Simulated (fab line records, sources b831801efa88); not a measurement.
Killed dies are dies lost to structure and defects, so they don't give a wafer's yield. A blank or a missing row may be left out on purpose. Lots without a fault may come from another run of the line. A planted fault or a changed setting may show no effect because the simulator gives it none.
Which tool did it? | flow sky130 | 11 lots, 32 wafers sampled, at 3 steps of a route of 708

WHAT THE GAUGES READ, wafer by wafer
SKY_CAP2M_OVL_MEAS_12. Usual: CAP2M_OVL 0.3 nm, standard deviation 1.5.
lot  | measured     | on         | CAP2M_OVL (nm) | flag
L683 | day 40 22:28 | overlay-02 | -0.6 -1.7 -2.0 |
L684 | day 41 09:20 | overlay-01 | 2.1 1.4 1.9    |
L686 | day 42 01:55 | overlay-02 | 1.0 1.7 1.3    |
L685 | day 42 02:47 | overlay-01 | 1.9 0.5 1.0    |
L688 | day 42 04:22 | overlay-01 | 1.0 2.3 2.1    |
L689 | day 43 00:07 | overlay-01 | 2.3 -0.9 0.8   |
L696 | day 44 14:52 | overlay-01 | -1.6 -1.5 -1.4 |
L698 | day 45 05:36 | overlay-02 | 1.9 1.3        |
L701 | day 46 00:44 | overlay-02 | -1.4 -0.4 -2.8 |
L704 | day 46 10:05 | overlay-01 | 0.4 2.0 1.6    |
L705 | day 46 12:44 | overlay-02 | -2.1 0.4 0.5   |

SKY_METAL4_OVL_MEAS_14. Usual: METAL4_OVL -3 nm, standard deviation 5.6.
lot  | measured     | on         | METAL4_OVL (nm) | flag
L683 | day 41 22:45 | overlay-01 | -3 12 6         |
L684 | day 42 08:58 | overlay-01 | -8 -18 -9       |
L686 | day 43 01:36 | overlay-02 | -3 -2 -3        |
L685 | day 43 02:36 | overlay-01 | -14 -13 -13     |
L688 | day 43 04:40 | overlay-02 | -1 -4 -3        |
L689 | day 43 23:36 | overlay-02 | -7 0 -5         |
L696 | day 45 12:53 | overlay-01 | -3 1 4          |
L698 | day 46 03:05 | overlay-02 | 4 -6            |
L701 | day 46 21:52 | overlay-02 | -6 -3 -1        |
L704 | day 47 07:16 | overlay-02 | -5 -7 -7        |
L705 | day 47 09:37 | overlay-01 | -1 2 11         |

WHICH TOOL RAN EACH LOT (tool, then ch and the chambers of the sampled wafers, then the start)
lot  | SKY_METAL4_SPUTTER_00
L683 | pvd_sputter-04, day 39 21:47
L684 | pvd_sputter-04, day 40 09:17
L686 | pvd_sputter-04, day 41 02:12
L685 | pvd_sputter-03, day 41 03:16
L688 | pvd_sputter-03, day 41 04:48
L689 | pvd_sputter-01, day 42 00:52
L696 | pvd_sputter-01, day 43 16:12
L698 | pvd_sputter-03, day 44 07:17
L701 | pvd_sputter-03, day 45 03:13
L704 | pvd_sputter-03, day 45 12:31
L705 | pvd_sputter-03, day 45 16:07
- SKY_METAL4_SPUTTER_00: material Ti, target thk 15 nm, time 10 s.

WHAT THE TOOLS THEMSELVES READ (means of the sampled wafers that have a number; where no wafer has one, the mark that the record gives instead)
SKY_METAL4_SPUTTER_00. Usual: throttle_valve_pct 29.7 %, standard deviation 0.99.
lot  | tool           | throttle_valve_pct (%) | flag
L683 | pvd_sputter-04 | 30.3                   |
L684 | pvd_sputter-04 | 28.9                   |
L686 | pvd_sputter-04 | 28.9                   |
L685 | pvd_sputter-03 | 29.6                   |
L688 | pvd_sputter-03 | 29.6                   |
L689 | pvd_sputter-01 | 29.9                   |
L696 | pvd_sputter-01 | 29.9                   |
L698 | pvd_sputter-03 | 29.2                   |
L701 | pvd_sputter-03 | 29.0                   |
L704 | pvd_sputter-03 | 29.7                   |
L705 | pvd_sputter-03 | 29.0                   |

THE ANSWER, worked out from the rows above alone
Rule: a lot is off if the mean of its wafers that have a number lies more than 3 standard deviations from the usual mean. A lot without any number at a reading at which 4 lots or more have one is off too. The other lots that the step has rows for count as sound. The gauges are gone through in route order, then the tools' own readings, and for those a lot's mean is taken as printed above. The first step at which some lot is off is used, and at that step the reading that is off furthest; a lot without a number counts as furthest.
No lot is off at any reading shown: from this, nothing can be told.

WHAT THE SIMULATOR HAD PUT IN
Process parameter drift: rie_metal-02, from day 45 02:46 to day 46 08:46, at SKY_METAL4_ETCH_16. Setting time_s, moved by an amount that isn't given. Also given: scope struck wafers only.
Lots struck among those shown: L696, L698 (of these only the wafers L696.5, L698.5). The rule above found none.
